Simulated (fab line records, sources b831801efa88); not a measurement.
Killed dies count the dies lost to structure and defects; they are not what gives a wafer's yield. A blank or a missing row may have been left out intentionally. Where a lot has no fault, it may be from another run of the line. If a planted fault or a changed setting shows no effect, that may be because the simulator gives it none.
fab line records    flow sky130
record lots=6  wafers=18  last-day=50
route steps=708 shown SD_P@324 RES_XHIGH@332 PAD_OPEN@708
lots with no fault: from the same line, run without faults
start-h: hours from the record's opening day to when the first of the lot's shown wafers began    wait-h: hours since the lot's step before    " unchanged from the row above    L1.1+2: a single row standing in for several wafers    - either no value or no given start    * or withheld: withheld    < > ~ a bound
route shown NAME@n: names a module that has steps shown in the file, with the first one's number in the route    usual: mean/standard deviation taken from wafers without a fault    same: alike in all rows    chamber/n: place in a boat    sites: per-site readings    _std_site: standard deviation of those values    _edge_site: the outer-site mean with the inner-site mean subtracted    radius-mm: how far each site lies from the wafer's centre    mask NAME#n: copy n    behind: the tool/chamber that last shaped the wafer    hold: why the lot was held/for how many hours/how that ended    device: the n, p or np transistor that did not switch    end of line: at the end of the route, the tests of the same wafers    a step given without rows: its recipe and nothing more    killed: at the first sort, the dies lost to defects and structure; wafer yield is something else    map: a wafer's dies, marking killed ones x, the rest . and places with no die _
set.NAME: the setting as run; set.NAME@STEP: as run at that earlier step    model.NAME: the simulator's own value behind a step, which no gauge read
a table for each step, a row for each wafer; lots at some steps of the route
services: when a tool's chamber went out of use (start-h, in hours from the record's first day, below 0 if earlier), for how many hours, and the reason
## steps
# step SKY_SD_P_EXPOSE_04
# recipe mask-id=PSDM  na=0.6  source-shape=conventional  sigma-outer=0.6  polarization=unpolarized  target-cd-nm=380  dose-mj=138
# step SKY_SD_P_PEB_05
# recipe temp-c=withheld  time-s=*  resist=NOVOLAK
# step SKY_SD_P_DEVELOP_06
# recipe resist=NOVOLAK  developer=TMAH  develop-time-s=60  dev-temp-c=23
# step SKY_SD_P_CD_MEAS_07
# recipe target-cd-nm=380
# usual cd-nm=380.8/2.5
lot.wafer  tool       chamber  start-h  wait-h  cd-nm
L507.1     cd-sem-02  -        591.27   0.1     380.4
L507.4     "          -        "        "       378.6
L507.5     "          -        "        "       380.8
L508.1     cd-sem-01  -        605.16   0.1     378.7
L508.2     "          -        "        "       381.3
L508.5     "          -        "        "       377.7
L513.1     cd-sem-01  -        654.50   0.1     378.4
L513.2     "          -        "        "       379.5
L513.5     "          -        "        "       378.4
L515.4     cd-sem-02  -        658.12   0.1     386.4
L515.5     "          -        "        "       386.6
L515.6     "          -        "        "       386.6
L525.1     cd-sem-01  -        748.77   0.1     382.0
L525.3     "          -        "        "       380.5
L525.4     "          -        "        "       382.1
L528.1     cd-sem-01  -        759.55   0.1     378.2
L528.2     "          -        "        "       378.9
L528.3     "          -        "        "       376.0
# step SKY_SD_P_OVL_MEAS_08
# usual SD_P_OVL=0.4/1.1
lot.wafer  tool        chamber  start-h  wait-h  SD_P_OVL[nm]
L507.1     overlay-02  -        591.39   0.1     -0.2
L507.4     "           -        "        "       1.6
L507.5     "           -        "        "       0.8
L508.1     overlay-01  -        605.28   0.1     0.4
L508.2     "           -        "        "       0.6
L508.5     "           -        "        "       1.6
L513.1     overlay-01  -        654.62   0.1     2.2
L513.2     "           -        "        "       0.2
L513.5     "           -        "        "       1.2
L515.4     overlay-02  -        658.20   0.1     -0.9
L515.5     "           -        "        "       0.5
L515.6     "           -        "        "       0.7
L525.1     overlay-02  -        748.89   0.1     0.8
L525.3     "           -        "        "       0.1
L525.4     "           -        "        "       2.9
L528.1     overlay-01  -        759.67   0.1     3.1
L528.2     "           -        "        "       1.5
L528.3     "           -        "        "       0.9
# step SKY_SD_P_IMPLANT_09
# recipe species=BF2  energy-kev=20  dose-cm2=3e+15  tilt-deg=0
# step SKY_SD_P_STRIP_10
# recipe chemistry=O2/N2  power-w=1400  pressure-mtorr=1500  platen-temp-c=withheld  o2-flow-sccm=3000  n2-flow-sccm=300  overash-fraction=0.5
# usual drypump-motor-current-A=5.8/0.47  oes-product-au=0.617/0.0048  strip-time-to-endpoint-s=17.50/0.033
lot.wafer  tool             chamber  start-h  wait-h  drypump-motor-current-A  oes-product-au  rf-hours-counter-h  strip-time-to-endpoint-s
L507.1     plasma-asher-02  0        591.58   0.1     5.1                      0.614           48                  17.57
L507.4     "                0        "        "       5.1                      0.614           -                   17.47
L507.5     "                1        "        "       6.2                      0.612           -                   17.56
L508.1     plasma-asher-03  0        605.47   0.1     6.2                      0.614           76                  17.58
L508.2     "                1        "        "       6.2                      0.626           76                  17.58
L508.5     "                1        "        "       6.2                      0.607           -                   17.54
L513.1     plasma-asher-02  1        654.81   0.1     6.2                      0.624           54                  17.51
L513.2     "                0        "        "       5.1                      0.615           54                  17.51
L513.5     "                0        "        "       5.1                      0.613           -                   17.49
L515.4     plasma-asher-02  0        658.40   0.1     5.2                      0.617           -                   17.51
L515.5     "                0        "        "       5.2                      0.612           -                   17.49
L515.6     "                1        "        "       6.1                      0.623           -                   17.50
L525.1     plasma-asher-02  0        749.16   0.1     5.2                      0.616           63                  17.51
L525.3     "                1        "        "       6.2                      0.617           -                   17.50
L525.4     "                0        "        "       5.2                      0.619           -                   17.49
L528.1     plasma-asher-01  1        759.86   0.1     5.5                      0.616           2                   17.48
L528.2     "                0        "        "       5.3                      0.614           2                   17.45
L528.3     "                0        "        "       5.3                      0.615           -                   17.50
# step SKY_SD_P_TW_MEAS_11
# usual SD_P_TW=2826/43
lot.wafer  tool           chamber  start-h  wait-h  SD_P_TW
L507.1     film-metro-01  -        591.68   0.1     2831
L507.4     "              -        "        "       2825
L507.5     "              -        "        "       2832
L508.1     film-metro-02  -        605.57   0.1     2869
L508.2     "              -        "        "       2849
L508.5     "              -        "        "       2853
L513.1     film-metro-04  -        654.91   0.1     2754
L513.2     "              -        "        "       2755
L513.5     "              -        "        "       2764
L515.4     film-metro-02  -        658.50   0.1     2870
L515.5     "              -        "        "       2875
L515.6     "              -        "        "       2871
L525.1     film-metro-04  -        749.26   0.1     2751
L525.3     "              -        "        "       2750
L525.4     "              -        "        "       2747
L528.1     film-metro-02  -        759.96   0.1     2866
L528.2     "              -        "        "       2861
L528.3     "              -        "        "       2873
# step SKY_RES_XHIGH_DEHYDRATE_00
# recipe temp-c=200  time-s=60
# step SKY_RES_XHIGH_HMDS_01
# recipe prime-time-s=60  prime-temp-c=120
# step SKY_RES_XHIGH_COAT_02
# recipe resist=NOVOLAK  spin-rpm=3000  resist-thk-nm=1140
# step SKY_RES_XHIGH_SOFTBAKE_03
# recipe temp-c=90  time-s=60  resist=NOVOLAK
# step SKY_RES_XHIGH_EXPOSE_04
# recipe mask-id=URPM  na=0.6  source-shape=conventional  sigma-outer=0.6  polarization=unpolarized  target-cd-nm=1270  dose-mj=140
# usual exposure-dose-mJ-cm2=140.04/0.14
lot.wafer  tool              chamber  start-h  wait-h  mask    exposure-dose-mJ-cm2
L507.1     iline-stepper-01  0        606.78   -       URPM#0  140.24
L507.4     "                 0        "        "       URPM#0  140.03
L507.5     "                 0        "        "       URPM#0  139.86
L508.1     iline-stepper-02  0        619.93   -       URPM#0  140.14
L508.2     "                 0        "        "       URPM#0  140.41
L508.5     "                 0        "        "       URPM#0  140.22
L513.1     iline-stepper-01  0        668.22   -       URPM#0  122.05
L513.2     "                 0        "        "       URPM#0  122.48
L513.5     "                 0        "        "       URPM#0  122.09
L515.4     iline-stepper-01  0        671.75   -       URPM#0  122.39
L515.5     "                 0        "        "       URPM#0  122.35
L515.6     "                 0        "        "       URPM#0  122.38
L525.1     iline-stepper-02  0        762.50   -       URPM#0  140.00
L525.3     "                 0        "        "       URPM#0  139.86
L525.4     "                 0        "        "       URPM#0  139.81
L528.1     iline-stepper-02  0        774.50   -       URPM#0  140.13
L528.2     "                 0        "        "       URPM#0  139.89
L528.3     "                 0        "        "       URPM#0  139.97
# step SKY_RES_XHIGH_PEB_05
# recipe temp-c=withheld  time-s=*  resist=NOVOLAK
# step SKY_PAD_OPEN_PROBE_99
# usual killed_at_M0_to_M3=44/6.4  killed_at_M4_up=3.0/1.8  killed-at-contacts=24/5  killed-at-front-end=16/4.3  killed-at-other=0.4/0.76  killed-dies=88/8.6  killed-open=47/7.2  killed-short=40/5.5
# same gross-dies=492  killed-at-back-side=0
lot.wafer  tool       chamber  start-h  wait-h  killed_at_M0_to_M3  killed_at_M4_up  killed-at-contacts  killed-at-front-end  killed-at-other  killed-dies  killed-open  killed-short
L507.1     prober-02  -        1077.92  0.1     37                  6                15                  20                   3                81           40           39
L507.4     prober-02  -        1078.07  0.2     33                  2                27                  12                   0                74           38           36
L507.5     prober-02  -        1078.12  0.2     53                  2                26                  20                   1                102          56           45
L508.1     prober-01  -        1085.55  0.1     49                  5                24                  7                    0                85           47           38
L508.2     prober-01  -        1085.60  0.1     54                  4                35                  12                   0                105          56           49
L508.5     prober-01  -        1085.75  0.2     45                  1                18                  20                   0                84           42           42
L513.1     prober-02  -        1119.43  0.1     44                  7                20                  16                   1                88           41           46
L513.2     prober-02  -        1119.48  0.1     51                  5                25                  16                   0                97           52           45
L513.5     prober-02  -        1119.63  0.2     33                  3                19                  23                   1                79           42           37
L515.4     prober-02  -        1125.05  0.2     42                  3                21                  24                   0                90           43           47
L515.5     prober-02  -        1125.10  0.2     43                  4                22                  10                   0                79           40           39
L515.6     prober-02  -        1125.15  0.2     38                  3                23                  15                   0                79           42           36
L525.1     prober-02  -        1182.43  0.1     39                  12               18                  21                   0                90           51           36
L525.3     prober-02  -        1182.53  0.2     43                  2                30                  15                   1                91           52           39
L525.4     prober-02  -        1182.58  0.2     39                  4                24                  8                    0                75           39           33
L528.1     prober-01  -        1191.87  0.1     46                  3                22                  17                   1                89           43           45
L528.2     prober-01  -        1191.92  0.1     44                  6                22                  9                    0                81           40           41
L528.3     prober-01  -        1191.97  0.2     43                  2                19                  16                   3                83           42           39
# killed by level:class
L507.1 VIA1:geometric-particle:open=8 CONTACT:geometric-particle:open=7 METAL2:geometric-particle:short=7 FIELD_ISO:geometric-particle:open=5 METAL1:geometric-particle:short=5 VIA3:geometric-particle:open=4 VIA2:geometric-particle:open=4 METAL4:geometric-particle:short=4
L507.4 CONTACT:geometric-particle:open=12 VIA1:geometric-particle:open=9 CONTACT:geometric-particle:short=7 FIELD_ISO:geometric-particle:short=5 METAL1:geometric-particle:short=5 VIA2:geometric-particle:open=5 LOCAL_INTERCONNECT:geometric-particle:short=4 VIA2:geometric-particle:short=4
L507.5 VIA2:geometric-particle:open=10 VIA3:geometric-particle:open=10 FIELD_ISO:geometric-particle:open=9 LI_CONTACT:geometric-particle:open=9 CONTACT:geometric-particle:open=6 VIA1:geometric-particle:open=6 METAL3:geometric-particle:short=5 POLY_GATE:geometric-particle:short=5
L508.1 VIA1:geometric-particle:open=15 LI_CONTACT:geometric-particle:open=10 VIA3:geometric-particle:open=8 VIA1:geometric-particle:short=5 METAL2:geometric-particle:short=5 CONTACT:geometric-particle:open=4 LOCAL_INTERCONNECT:geometric-particle:short=4 VIA2:geometric-particle:short=4
L508.2 VIA1:geometric-particle:open=15 CONTACT:geometric-particle:open=14 VIA1:geometric-particle:short=11 VIA3:geometric-particle:open=7 LOCAL_INTERCONNECT:geometric-particle:short=7 METAL1:geometric-particle:short=7 LI_CONTACT:geometric-particle:open=6 VIA2:geometric-particle:open=6
L508.5 VIA1:geometric-particle:open=13 METAL1:geometric-particle:short=10 FIELD_ISO:geometric-particle:short=5 CONTACT:geometric-particle:open=5 VIA2:geometric-particle:open=5 LI_CONTACT:geometric-particle:open=4 CONTACT:geometric-particle:short=4 VIA3:geometric-particle:short=4
L513.1 VIA2:geometric-particle:open=9 LI_CONTACT:geometric-particle:open=7 VIA1:geometric-particle:open=7 VIA1:geometric-particle:short=6 METAL4:geometric-particle:short=6 METAL1:geometric-particle:short=6 CONTACT:geometric-particle:open=6 FIELD_ISO:geometric-particle:short=5
L513.2 CONTACT:geometric-particle:open=12 VIA1:geometric-particle:open=8 VIA2:geometric-particle:open=8 METAL3:geometric-particle:short=7 METAL2:geometric-particle:short=7 VIA2:geometric-particle:short=7 LI_CONTACT:geometric-particle:open=6 VIA3:geometric-particle:open=4
L513.5 CONTACT:geometric-particle:open=11 POLY_GATE:geometric-particle:open=6 VIA3:geometric-particle:open=6 FIELD_ISO:geometric-particle:short=5 VIA1:geometric-particle:open=5 FIELD_ISO:geometric-particle:open=4 METAL3:geometric-particle:short=4 VIA3:geometric-particle:short=4
L515.4 VIA1:geometric-particle:open=13 METAL1:geometric-particle:short=9 CONTACT:geometric-particle:short=7 POLY_GATE:geometric-particle:short=6 POLY_GATE:geometric-particle:open=6 VIA3:geometric-particle:open=6 LI_CONTACT:geometric-particle:open=5 VIA1:geometric-particle:short=5
L515.5 CONTACT:geometric-particle:open=10 VIA1:geometric-particle:open=7 CONTACT:geometric-particle:short=6 METAL2:geometric-particle:short=6 METAL1:geometric-particle:short=5 METAL3:geometric-particle:short=5 VIA3:geometric-particle:short=4 VIA1:geometric-particle:short=4
L515.6 VIA1:geometric-particle:open=10 CONTACT:geometric-particle:open=9 CONTACT:geometric-particle:short=7 FIELD_ISO:geometric-particle:open=5 METAL1:geometric-particle:short=5 VIA3:geometric-particle:open=5 POLY_GATE:geometric-particle:open=4 METAL2:geometric-particle:short=4
L525.1 VIA1:geometric-particle:open=13 CONTACT:geometric-particle:open=8 METAL4:geometric-particle:short=8 FIELD_ISO:geometric-particle:open=7 VIA1:geometric-particle:short=6 FIELD_ISO:geometric-particle:short=5 LI_CONTACT:geometric-particle:open=5 METAL1:geometric-particle:short=5
L525.3 LI_CONTACT:geometric-particle:open=9 CONTACT:geometric-particle:open=9 VIA1:geometric-particle:short=8 VIA1:geometric-particle:open=8 VIA2:geometric-particle:open=6 VIA3:geometric-particle:open=5 LI_CONTACT:geometric-particle:short=5 METAL2:geometric-particle:short=4
L525.4 CONTACT:geometric-particle:open=9 VIA1:geometric-particle:open=9 VIA3:geometric-particle:open=5 LI_CONTACT:geometric-particle:open=5 CONTACT:geometric-particle:short=5 FIELD_ISO:geometric-particle:short=4 LOCAL_INTERCONNECT:geometric-particle:short=4 VIA2:geometric-particle:open=4
L528.1 VIA1:geometric-particle:open=10 LI_CONTACT:geometric-particle:open=9 VIA1:geometric-particle:short=8 VIA3:geometric-particle:open=7 METAL2:geometric-particle:short=6 LOCAL_INTERCONNECT:geometric-particle:short=5 METAL1:geometric-particle:short=5 VIA2:geometric-particle:open=5
L528.2 VIA1:geometric-particle:open=10 LI_CONTACT:geometric-particle:open=9 METAL2:geometric-particle:short=7 VIA3:geometric-particle:open=6 VIA1:geometric-particle:short=5 LOCAL_INTERCONNECT:geometric-particle:short=4 METAL4:geometric-particle:short=4 LI_CONTACT:geometric-particle:short=3
L528.3 VIA1:geometric-particle:open=11 CONTACT:geometric-particle:open=7 METAL2:geometric-particle:short=7 VIA2:geometric-particle:open=7 FIELD_ISO:geometric-particle:short=6 METAL1:geometric-particle:short=6 LI_CONTACT:geometric-particle:open=5 LOCAL_INTERCONNECT:geometric-particle:short=4
## services
tool              chamber  start-h  hours  kind
iline-stepper-01  -        568.41   2.1    pm
iline-stepper-01  -        570.49   -      consumable-replace:lamp
iline-stepper-01  0        576.77   -      calibration
plasma-asher-03   -        582.89   2.7    repair
iline-stepper-01  -        598.90   1.7    pm
plasma-asher-03   -        630.04   1.9    repair
iline-stepper-02  -        665.39   1.7    pm
plasma-asher-02   -        700.98   5.1    repair
iline-stepper-01  -        704.11   1.1    repair
plasma-asher-03   -        724.65   2.9    repair
plasma-asher-01   -        733.75   9.0    pm
plasma-asher-01   0        733.75   9.0    vent-cycle
plasma-asher-01   1        733.75   9.0    vent-cycle
plasma-asher-01   0        742.75   -      clean
plasma-asher-01   1        742.75   -      clean
iline-stepper-02  0        772.37   -      calibration
## key
first-sign step=SKY_RES_XHIGH_EXPOSE_04  reading=exposure-dose-mJ-cm2  direction=down  sigmas=99+  usual=*  struck=*
effect none on later readings
met-at SKY_RES_XHIGH_EXPOSE_04
struck-wafers L513.1,L513.2,L513.5,L515.4,L515.5,L515.6
tester-left-out L513,L515
onset-between 606.78 668.22
fault kind=process-parameter-drift  tool=iline-stepper-01  chamber=-  onset-h=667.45  steps=SKY_RES_XHIGH_EXPOSE_04  channel=dose-mj  offset=-17.766  shape=step  acts-in=these-recipes-only  stated=140
# tester-left-out: of these lots the tester's yield and bins aren't shown, on N5 and GAA mostly nor the transistor test; their killed dies are dies lost to structure and defects alone, not to doping, threshold or leakage, so they don't give the yield
